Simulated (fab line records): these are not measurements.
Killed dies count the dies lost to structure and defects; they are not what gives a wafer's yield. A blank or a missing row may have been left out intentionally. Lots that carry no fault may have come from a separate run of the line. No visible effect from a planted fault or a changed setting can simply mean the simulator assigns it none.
The tool behind it: which one? / flow gf180mcu / 12 lots with 36 wafers sampled at 2 steps, on a route of 602 steps

== WHAT EACH GAUGE READ, for each wafer ==
GF_V1_RS_MEAS_24: measures by four-point-probe.
lot=L075; measured=day 18 12:02; on=film metro-04; V1_W_RS (ohm/sq)=0.325 0.319 0.325
lot=L077; measured=day 19 07:53; on=film metro-02; V1_W_RS (ohm/sq)=0.336 0.336 0.333
lot=L079; measured=day 20 06:58; on=film metro-03; V1_W_RS (ohm/sq)=0.336 0.333 0.334
lot=L081; measured=day 20 22:06; on=film metro-02; V1_W_RS (ohm/sq)=0.326 0.326 0.328
lot=L083; measured=day 22 05:08; on=film metro-04; V1_W_RS (ohm/sq)=0.329 0.335 0.326
lot=L085; measured=day 22 14:29; on=film metro-02; V1_W_RS (ohm/sq)=0.320 0.330 0.319
lot=L087; measured=day 23 10:55; on=film metro-02; V1_W_RS (ohm/sq)=0.317 0.326 0.317
lot=L089; measured=day 23 22:34; on=film metro-04; V1_W_RS (ohm/sq)=0.316 0.315 0.332
lot=L091; measured=day 24 14:43; on=film metro-04; V1_W_RS (ohm/sq)=0.331 0.316 0.315
lot=L093; measured=day 25 07:45; on=film metro-04; V1_W_RS (ohm/sq)=0.318 0.319 0.318
lot=L095; measured=day 25 17:02; on=film metro-02; V1_W_RS (ohm/sq)=0.317 0.319 0.325
lot=L097; measured=day 26 13:29; on=film metro-03; V1_W_RS (ohm/sq)=0.322 0.334 0.320

== WHAT TOOL EACH LOT RAN ON (gives the tool, then ch and the chambers of the sampled wafers, and finally the start) ==
lot=L075; GF_M1_SPUTTER_04=pvd sputter-02, day 16 11:08
lot=L077; GF_M1_SPUTTER_04=pvd sputter-02, day 17 05:50
lot=L079; GF_M1_SPUTTER_04=pvd sputter-02, day 18 03:41
lot=L081; GF_M1_SPUTTER_04=pvd sputter-04, day 18 18:59
lot=L083; GF_M1_SPUTTER_04=pvd sputter-01, day 20 02:46
lot=L085; GF_M1_SPUTTER_04=pvd sputter-04, day 20 11:59
lot=L087; GF_M1_SPUTTER_04=pvd sputter-01, day 21 09:05
lot=L089; GF_M1_SPUTTER_04=pvd sputter-04, day 21 22:58
lot=L091; GF_M1_SPUTTER_04=pvd sputter-04, day 22 14:08
lot=L093; GF_M1_SPUTTER_04=pvd sputter-04, day 23 08:07
lot=L095; GF_M1_SPUTTER_04=pvd sputter-04, day 23 17:49
lot=L097; GF_M1_SPUTTER_04=pvd sputter-02, day 24 15:25
- GF_M1_SPUTTER_04: material TiN, target thk 50 nm, time 41.7 s.

== THE ANSWER, worked out from the rows above alone ==
Rule: usual is defined by the lots themselves. Put in order of their means at a reading, lots are off if they are a third of the lots or fewer, leave a main group of 4 or more, and stand apart from it by a gap of 3 or more times the standard deviation of the main group's means; of several such gaps the widest counts. The tables above print the reading to a certain number of digits; a main group whose means all agree to those digits is not used. A lot without any number at a reading at which 4 lots or more have one is off too. Any other lot the step has rows for is counted as sound.
Across all readings shown, no lot is off: no conclusion can be drawn from this.

== WHAT THE SIMULATOR PUT IN ==
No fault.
